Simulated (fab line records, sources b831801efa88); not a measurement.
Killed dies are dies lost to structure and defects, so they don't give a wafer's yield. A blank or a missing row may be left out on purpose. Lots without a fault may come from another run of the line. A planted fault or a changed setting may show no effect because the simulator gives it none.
Which tool did it? | flow gf180mcu | 13 lots, 39 wafers sampled, at 4 steps of a route of 602

WHAT THE GAUGES READ, wafer by wafer
GF_CONTACT_THK_MEAS_03. Usual: CONTACT_CVD_02_THK 857 nm, standard deviation 11.
lot  | measured     | on            | CONTACT_CVD_02_THK (nm) | flag
L918 | day 15 16:49 | film_metro-02 | 853 871 856             |
L920 | day 16 12:36 | film_metro-01 | 869 855 865             |
L921 | day 16 15:34 | film_metro-01 | 851 870 847             |
L923 | day 17 15:51 | film_metro-04 | 847 839 849             |
L926 | day 18 15:11 | film_metro-04 | 847 870 863             |
L927 | day 18 20:27 | film_metro-04 | 856 852 872             |
L930 | day 20 15:01 | film_metro-04 | 845 852 865             |
L931 | day 20 15:55 | film_metro-01 | 868 875 886             |
L932 | day 20 20:59 | film_metro-01 | 849 856 856             |
L933 | day 20 20:48 | film_metro-04 | 862 853 868             |
L938 | day 22 18:23 | film_metro-01 | 840 859 869             |
L939 | day 22 21:14 | film_metro-02 | 868 859 857             |
L940 | day 23 14:48 | film_metro-01 | 835 855 869             |

GF_M1_RS_MEAS_05: measures by four-point-probe. Usual: M1_ALCU_RS 0.0693 ohm/sq, standard deviation 0.00096.
lot  | measured     | on            | M1_ALCU_RS (ohm/sq)  | flag
L918 | day 16 16:56 | film_metro-03 | 0.0705 0.0706 0.0693 |
L920 | day 17 13:35 | film_metro-01 | 0.0699 0.0702 0.0690 |
L921 | day 17 16:27 | film_metro-02 | 0.0696 0.0694 0.0708 |
L923 | day 18 17:06 | film_metro-02 | 0.0686 0.0693 0.0691 |
L926 | day 19 17:23 | film_metro-03 | 0.0703 0.0708 0.0709 |
L927 | day 19 23:05 | film_metro-03 | 0.0706 0.0709 0.0708 |
L930 | day 21 17:15 | film_metro-02 | 0.0693 0.0700 0.0700 |
L931 | day 21 18:02 | film_metro-01 | 0.0686 0.0692 0.0700 |
L932 | day 21 23:26 | film_metro-02 | 0.0702 0.0699 0.0696 |
L933 | day 21 22:20 | film_metro-02 | 0.0694 0.0690 0.0692 |
L938 | day 23 19:12 | film_metro-02 | 0.0703 0.0692 0.0685 |
L939 | day 23 22:00 | film_metro-03 | 0.0667 0.0679 0.0677 |
L940 | day 24 15:06 | film_metro-02 | 0.0676 0.0688 0.0677 |

WHICH TOOL RAN EACH LOT (tool, then ch and the chambers of the sampled wafers, then the start)
lot  | GF_STI_WET_ETCH_26             | GF_SALICIDE_RTA_06
L918 | wet_bench-01 ch 3, day 2 08:54 | rtp_anneal-01 ch 0, day 15 16:20
L920 | wet_bench-02 ch 1, day 2 19:38 | rtp_anneal-01 ch 0, day 16 12:08
L921 | wet_bench-01 ch 3, day 3 00:40 | rtp_anneal-01 ch 0, day 16 15:05
L923 | wet_bench-04 ch 1, day 3 10:56 | rtp_anneal-01 ch 0, day 17 15:23
L926 | wet_bench-01 ch 2, day 4 04:05 | rtp_anneal-01 ch 0, day 18 14:43
L927 | wet_bench-04 ch 1, day 4 07:38 | rtp_anneal-01 ch 0, day 18 19:59
L930 | wet_bench-02 ch 2, day 4 23:53 | rtp_anneal-01 ch 0, day 20 14:33
L931 | wet_bench-02 ch 1, day 5 03:25 | rtp_anneal-01 ch 0, day 20 15:20
L932 | wet_bench-02 ch 3, day 5 09:06 | rtp_anneal-02 ch 0, day 20 20:22
L933 | wet_bench-04 ch 0, day 5 14:16 | rtp_anneal-01 ch 0, day 20 20:14
L938 | wet_bench-04 ch 0, day 6 17:35 | rtp_anneal-01 ch 0, day 22 17:56
L939 | wet_bench-01 ch 2, day 6 22:20 | rtp_anneal-01 ch 0, day 22 20:47
L940 | wet_bench-02 ch 2, day 7 01:59 | rtp_anneal-02 ch 0, day 23 14:17
- GF_STI_WET_ETCH_26: etches SiO2 in dHF, target depth 94 nm, time 188 s.
- GF_SALICIDE_RTA_06: time 30 s.

WHAT THE TOOLS THEMSELVES READ (means of the sampled wafers that have a number; where no wafer has one, the mark that the record gives instead)
GF_STI_WET_ETCH_26. Usual: run_length_s 214.7 s, standard deviation 2.9.
lot  | tool         | run_length_s (s) | flag
L918 | wet_bench-01 | 213.9            |
L920 | wet_bench-02 | 215.7            |
L921 | wet_bench-01 | 213.9            |
L923 | wet_bench-04 | 214.5            |
L926 | wet_bench-01 | 136.1            | OFF
L927 | wet_bench-04 | 214.9            |
L930 | wet_bench-02 | 213.5            |
L931 | wet_bench-02 | 215.7            |
L932 | wet_bench-02 | 212.3            |
L933 | wet_bench-04 | 213.0            |
L938 | wet_bench-04 | 213.2            |
L939 | wet_bench-01 | 213.1            |
L940 | wet_bench-02 | 213.6            |

GF_SALICIDE_RTA_06. Usual: lamp_power_pct 6.19 %, standard deviation 0.15; wafer_temp_C_max 532.1, standard deviation 0.56.
lot  | tool          | lamp_power_pct (%) | wafer_temp_C_max | flag
L918 | rtp_anneal-01 | 6.31               | 532.5            |
L920 | rtp_anneal-01 | 6.31               | 532.7            |
L921 | rtp_anneal-01 | 6.32               | 532.1            |
L923 | rtp_anneal-01 | 6.31               | 532.6            |
L926 | rtp_anneal-01 | 6.31               | 532.5            |
L927 | rtp_anneal-01 | 6.31               | 532.6            |
L930 | rtp_anneal-01 | 6.32               | 532.5            |
L931 | rtp_anneal-01 | 6.32               | 532.6            |
L932 | rtp_anneal-02 | 6.01               | 531.5            |
L933 | rtp_anneal-01 | 6.31               | 532.6            |
L938 | rtp_anneal-01 | 6.31               | 532.5            |
L939 | rtp_anneal-01 | 6.31               | 532.1            |
L940 | rtp_anneal-02 | 6.01               | 531.3            |

THE ANSWER, worked out from the rows above alone
Rule: a lot is off if the mean of its wafers that have a number lies more than 3 standard deviations from the usual mean. A lot without any number at a reading at which 4 lots or more have one is off too. The other lots that the step has rows for count as sound. The gauges are gone through in route order, then the tools' own readings, and for those a lot's mean is taken as printed above. The first step at which some lot is off is used, and at that step the reading that is off furthest; a lot without a number counts as furthest.
Off: L926, at GF_STI_WET_ETCH_26 (run_length_s).
A tool fits if, at that step or a process step before it, it ran every lot that is off, and no sound lot after the first of them. None of those tried fits.

WHAT THE SIMULATOR HAD PUT IN
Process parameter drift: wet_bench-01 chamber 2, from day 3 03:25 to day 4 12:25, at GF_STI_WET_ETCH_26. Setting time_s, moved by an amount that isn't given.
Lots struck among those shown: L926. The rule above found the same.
